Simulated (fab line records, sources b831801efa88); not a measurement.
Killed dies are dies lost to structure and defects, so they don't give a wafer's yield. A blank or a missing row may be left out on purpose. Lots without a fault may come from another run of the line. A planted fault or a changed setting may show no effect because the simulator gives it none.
Problem report in the 8D (eight disciplines) form, filled by code | flow gf180mcu | the parts of the form that need people (team, actions taken, sign-off) are left out

1. THE PROBLEM
rf_fwd_power_W at GF_V5_ETCH_17 reads a mean of 1256 W on 6 wafers of 2 lots; wafers without a fault read 1494 W with a standard deviation of 4.6. That is -52 standard deviations from the usual mean.
The step: etches SiO2 in C4F8/O2/Ar, stops on TiN, target depth 855 nm.
First seen on wafer L882.1, day 30 23:00, on rie_diel-02. The record holds 42 wafers of 14 lots with a number at this step. Rule for "out", or "out of limits": more than 4 standard deviations from the usual mean. The other wafers with a number count as sound.

2. WHAT IT IS AND WHAT IT IS NOT
question                    | is                     | is not
which readings at this step | rf_fwd_power_W         | -
which lots                  | L882, L884             | L871, L873, L874, L875, L876, L877, L878, L888, L889, L890, L891, L892
which wafers of those lots  | all that have a number | -
read on which tools         | rie_diel-02            | rie_diel-01, rie_diel-03
when                        | from day 30 23:00      | up to then (21 sound wafers); but 15 sound wafers of L888, L889, L890, L891, L892 came after

3. SUSPECTS, AND WHAT RULES EACH OUT
Counting: a tool at a process step up to the reading stays a suspect if it ran every lot that is out and no sound lot after the first of them.
- rie_diel-02 at GF_V5_ETCH_17 (etches SiO2 in C4F8/O2/Ar, stops on TiN, target depth 855 nm): kept. It ran every lot that is out, first L882 (day 30 23:00), and no sound lot after that; its last sound lot up to then is L878 (day 29 14:00). Its own readings are out on those wafers: rf_fwd_power_W.
Left after counting: rie_diel-02 at GF_V5_ETCH_17.

4. THE CAUSE (what the simulator had put in)
Process parameter drift: rie_diel-02, from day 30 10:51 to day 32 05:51, at GF_V5_ETCH_17. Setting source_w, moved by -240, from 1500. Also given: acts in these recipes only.
Counting left only this tool.

5. THE CHAIN OF EFFECTS, in route order
Each row: a reading whose mean over the struck wafers that have a number lies more than 3 standard deviations from the usual. Only readings for which the record gives a usual standard deviation are gone through. hours: the time from each lot's start at the first step in this table that gives one to its start at this step, as a median over the lots. sigmas: the change in usual standard deviations.
hours | step          | reading        | usual  | on struck wafers | change | sigmas
0     | GF_V5_ETCH_17 | rf_fwd_power_W | 1494 W | 1256             | -238   | -52
The process steps in it:
- GF_V5_ETCH_17: etches SiO2 in C4F8/O2/Ar, stops on TiN, target depth 855 nm.

6. WHAT WOULD HAVE CAUGHT IT SOONER
In this record the first reading out of limits was taken at day 30 23:00, 12 hours after the fault began at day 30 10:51.
